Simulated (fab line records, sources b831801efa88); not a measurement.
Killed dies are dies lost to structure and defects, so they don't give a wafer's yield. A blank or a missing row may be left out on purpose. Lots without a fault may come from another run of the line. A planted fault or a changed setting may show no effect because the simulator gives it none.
One fault seen from 2 desks | flow gf180mcu | each desk has only its own numbers; what lay behind them comes last

THE TOOL OWNER'S DESK: cvd_w-02
The tool's own readings at GF_CONTACT_CVD_24 (deposits W, target thk 300 nm, time 90.339 s): means of the sampled wafers that have a number, for each lot that ran on this tool. A lot is out of limits, marked OUT, if its mean lies more than 4 standard deviations from the usual mean; the brackets give that distance.
Columns: A = heater_power_w at GF_CONTACT_CVD_24, usual 918 W
lot  | first seen here | A
L695 | day 16 00:01    | 940
L696 | day 16 10:13    | 903
L703 | day 19 02:55    | 943
L705 | day 19 22:22    | 923
L710 | day 21 16:49    | 927
L711 | day 22 01:22    | 912
This desk's finding: nothing out of limits on any of the 6 lots.

THE METROLOGY DESK
What the gauges read, lot by lot, whatever tool the lot ran on: means of the sampled wafers that have a number. A lot is out of limits, marked OUT, if its mean lies more than 4 standard deviations from the usual mean; the brackets give that distance.
Columns: A = CONTACT_OVL at GF_CONTACT_OVL_MEAS_15, usual -3 nm; B = CONTACT_W_RS at GF_CONTACT_RS_MEAS_25, usual 0.384 ohm/sq; C = CONTACT_W_THK at GF_CONTACT_THK_MEAS_26, usual 304 nm
lot  | first seen here | A   | B                | C
L695 | day 15 23:19    | 3   | 0.385            | 305
L696 | day 16 09:29    | -5  | 0.383            | 306
L698 | day 17 07:37    | -2  | 0.383            | 308
L700 | day 17 22:49    | 0   | 0.384            | 298
L701 | day 18 06:14    | -10 | 0.378            | 308
L702 | day 18 16:25    | -13 | 0.384            | 306
L703 | day 19 02:19    | 6   | 0.381            | 310
L705 | day 19 21:46    | -4  | 0.381            | 306
L707 | day 20 13:28    | -4  | 0.385            | 299
L709 | day 21 07:16    | -10 | 0.384            | 302
L710 | day 21 16:13    | 4   | 0.418 (+10) OUT  | 286 (-4.3) OUT
L711 | day 22 00:46    | -4  | 0.415 (+9.0) OUT | 288
This desk's finding: out of limits on L710, L711; first on L710, day 21 16:55 (CONTACT_W_RS at GF_CONTACT_RS_MEAS_25). In limits: L695, L696, L698, L700, L701, L702, L703, L705, L707, L709.

PUT TOGETHER
The metrology desk could have raised an alarm at day 21 16:55, on L710, L711.
The tool owner's desk saw nothing out of limits.
The tool owner's desk has L710, L711 on record, within its limits.
Of the lots named, all ran GF_CONTACT_CVD_24 on cvd_w-02.

WHAT THE SIMULATOR HAD PUT IN
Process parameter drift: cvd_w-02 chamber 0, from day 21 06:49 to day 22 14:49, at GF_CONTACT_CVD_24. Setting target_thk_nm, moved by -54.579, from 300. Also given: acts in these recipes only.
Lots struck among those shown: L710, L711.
Hours from the fault's start to each desk's first reading out of limits: the metrology desk, 10.
